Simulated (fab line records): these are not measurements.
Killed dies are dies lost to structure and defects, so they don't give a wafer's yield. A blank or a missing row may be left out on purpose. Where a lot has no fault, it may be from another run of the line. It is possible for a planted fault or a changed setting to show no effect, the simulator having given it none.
Check of tool commonality -- flow gf180mcu -- 36 wafers sampled across 12 lots

== WHY IT WAS OPENED ==
2 of 12 lots carry a flag on the reading V4_OVL at GF_V4_OVL_MEAS_15. No-fault wafers: -2 nm, standard deviation 5.
Rule: a lot gets a flag if all its wafers with a number sit over 4 standard deviations from that mean, or if no wafer of it has a number. As for the other lots, they are considered sound.

lot,measured,on,"V4_OVL (nm), wafer by wafer",flag
L882,day 24 14:05,overlay-02,0 9 2,
L883,day 25 04:05,overlay-02,-2 1 -7,
L884,day 25 19:31,overlay-02,4 1 6,
L885,day 25 23:13,overlay-01,-5 -1 -3,
L888,day 27 11:08,overlay-01,-1 -9 -2,
L890,day 27 13:59,overlay-02,4 -5 8,
L892,day 28 00:58,overlay-01,0 -9 -1,
L899,day 30 01:19,overlay-02,3 2 2,
L898,day 30 03:23,overlay-02,-2 -9 1,
L900,day 30 10:26,overlay-02,-14 -12 -11,
L901,day 30 11:44,overlay-02,85 84 81,FLAGGED
L904,day 31 13:26,overlay-01,80 91 86,FLAGGED
The numbers of the flagged lots are 84 nm on average: +86 nm against the usual, or +17 standard deviations.

== TOOL THAT RAN EACH LOT ==
Before the reading, the record contains 2 process steps out of a 602-step route. Each cell gives the tool, then ch followed by the chambers the sampled wafers passed through, then the start.
lot,flag,GF_M4_SPUTTER_01,GF_V4_EXPOSE_11
L882,,"pvd_sputter-01, day 22 11:22","krf_scanner-01 ch 0, day 24 02:26"
L883,,"pvd_sputter-01, day 23 06:11","krf_scanner-01 ch 0, day 24 17:32"
L884,,"pvd_sputter-02, day 23 22:47","krf_scanner-02 ch 0, day 25 09:16"
L885,,"pvd_sputter-03, day 24 01:50","krf_scanner-02 ch 0, day 25 12:53"
L888,,"pvd_sputter-01, day 25 16:20","krf_scanner-01 ch 0, day 27 00:37"
L890,,"pvd_sputter-01, day 25 19:52","krf_scanner-01 ch 0, day 27 03:46"
L892,,"pvd_sputter-02, day 26 08:10","krf_scanner-01 ch 0, day 27 15:12"
L899,,"pvd_sputter-02, day 28 09:34","krf_scanner-01 ch 0, day 29 15:32"
L898,,"pvd_sputter-02, day 28 10:53","krf_scanner-02 ch 0, day 29 17:28"
L900,,"pvd_sputter-02, day 28 18:08","krf_scanner-02 ch 0, day 30 01:14"
L901,FLAGGED,"pvd_sputter-02, day 28 20:38","krf_scanner-01 ch 0, day 30 03:04"
L904,FLAGGED,"pvd_sputter-02, day 29 23:49","krf_scanner-01 ch 0, day 31 04:38"
These steps, and what they do:
- GF_M4_SPUTTER_01: material TiN, target thk 30 nm, time 25 s.
- GF_V4_EXPOSE_11: exposes mask Via4, target cd 260 nm.
- GF_V4_OVL_MEAS_15

== FLAGGED OVER TOTAL, TOOL BY TOOL (the gauges that took the reading come last) ==
step,tool,lots run,flagged,share of the flagged lots,sound lots run after its first flagged lot
GF_M4_SPUTTER_01,pvd_sputter-01,4,0,none,-
GF_M4_SPUTTER_01,pvd_sputter-02,7,2,all,0
GF_M4_SPUTTER_01,pvd_sputter-03,1,0,none,-
GF_V4_EXPOSE_11,krf_scanner-01,8,2,all,0
GF_V4_EXPOSE_11,krf_scanner-02,4,0,none,-
GF_V4_OVL_MEAS_15,overlay-01,4,1,some,0
GF_V4_OVL_MEAS_15,overlay-02,8,1,some,0

== THE TABLE: WHAT IT ALLOWS ==
In 2 table rows, all flagged lots were run: pvd_sputter-02 (GF_M4_SPUTTER_01), krf_scanner-01 (GF_V4_EXPOSE_11).
- pvd_sputter-02 at GF_M4_SPUTTER_01 ran 7 lots, 2 of them flagged. A fault beginning between L900 (day 28 18:08), its last sound lot, and L901 (day 28 20:38), its first flagged one, fits the data.
- krf_scanner-01 at GF_V4_EXPOSE_11 ran 8 lots, 2 of them flagged. A fault beginning between L899 (day 29 15:32), its last sound lot, and L901 (day 30 03:04), its first flagged one, fits the data.
A lot count leaves these 2 tools indistinguishable: every one of them fits a fault beginning at some hour. More lots, or a look at what each step does to the wafer, might.

== WHAT WAS PUT IN BY THE SIMULATOR ==
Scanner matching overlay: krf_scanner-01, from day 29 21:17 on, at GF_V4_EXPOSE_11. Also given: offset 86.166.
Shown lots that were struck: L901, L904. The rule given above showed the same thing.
